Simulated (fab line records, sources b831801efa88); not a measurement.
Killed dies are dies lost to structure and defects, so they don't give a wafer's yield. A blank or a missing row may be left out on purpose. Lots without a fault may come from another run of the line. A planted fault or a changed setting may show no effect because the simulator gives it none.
Chamber matching | flow sfq_line | SFQ_TRILAYER_L0_VIA_BARC_OPEN_VIA_ETCH_021 on rie_diel-04: 4 sister chambers
The step etches BARC in O2, target depth 125 nm, time 41.7 s. 8 wafers are shown with their chamber, then 9 later ones without.

WAFERS WITH THEIR CHAMBER
wafer  | chamber | oes_product_au (a.u.) | bias_w (W)
L921.2 | 2       | 0.693                 | 80.05
L923.3 | 0       | 0.678                 | 79.98
L926.2 | 3       | 0.679                 | 80.00
L926.3 | 1       | 0.689                 | 80.10
L926.5 | 2       | 0.690                 | 79.87
L928.1 | 0       | 0.679                 | 79.91
L928.2 | 1       | 0.683                 | 80.32
L928.3 | 3       | 0.684                 | 79.83

WAFERS WITHOUT THEIR CHAMBER
wafer  | oes_product_au (a.u.) | bias_w (W)
L929.3 | 0.687                 | 80.10
L929.4 | 0.685                 | 80.52
L929.6 | 0.683                 | 80.18
L930.1 | 0.686                 | 79.80
L930.2 | 0.687                 | 79.71
L930.5 | 0.687                 | 79.69
L931.1 | 0.690                 | 80.00
L931.2 | 0.690                 | 80.34
L931.3 | 0.682                 | 79.84

WHICH CHAMBER EACH WENT THROUGH
wafer  | from the rows above               | in truth
L929.3 | can't be placed: 1 or 2 or 3      | 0
L929.4 | 1                                 | 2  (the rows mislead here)
L929.6 | can't be placed: 1 or 3 or 0      | 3
L930.1 | can't be placed: 3 or 2 or 0 or 1 | 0
L930.2 | can't be placed: 3 or 2 or 0 or 1 | 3
L930.5 | can't be placed: 3 or 2 or 0 or 1 | 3
L931.1 | can't be placed: 2 or 1           | 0
L931.2 | can't be placed: 1 or 2           | 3
L931.3 | can't be placed: 3 or 0           | 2
Placed correctly: 0 of 9. Can't be placed from these rows: 8 (the true chamber is among the candidates in 4). Placed wrongly: 1.
How it was worked out, from the rows above alone: a wafer's distance from a chamber is the root of the sum, over the readings, of the square of ((its reading less the chamber's mean) divided by the reading's scatter). The wafer belongs to the nearest chamber; if the next one is less than 2 further off, it can't be placed. A chamber's mean is the mean of its shown wafers. The scatter: the root of (the sum of the squares of (reading less its chamber's mean) over the shown wafers, divided by (wafers less chambers)).
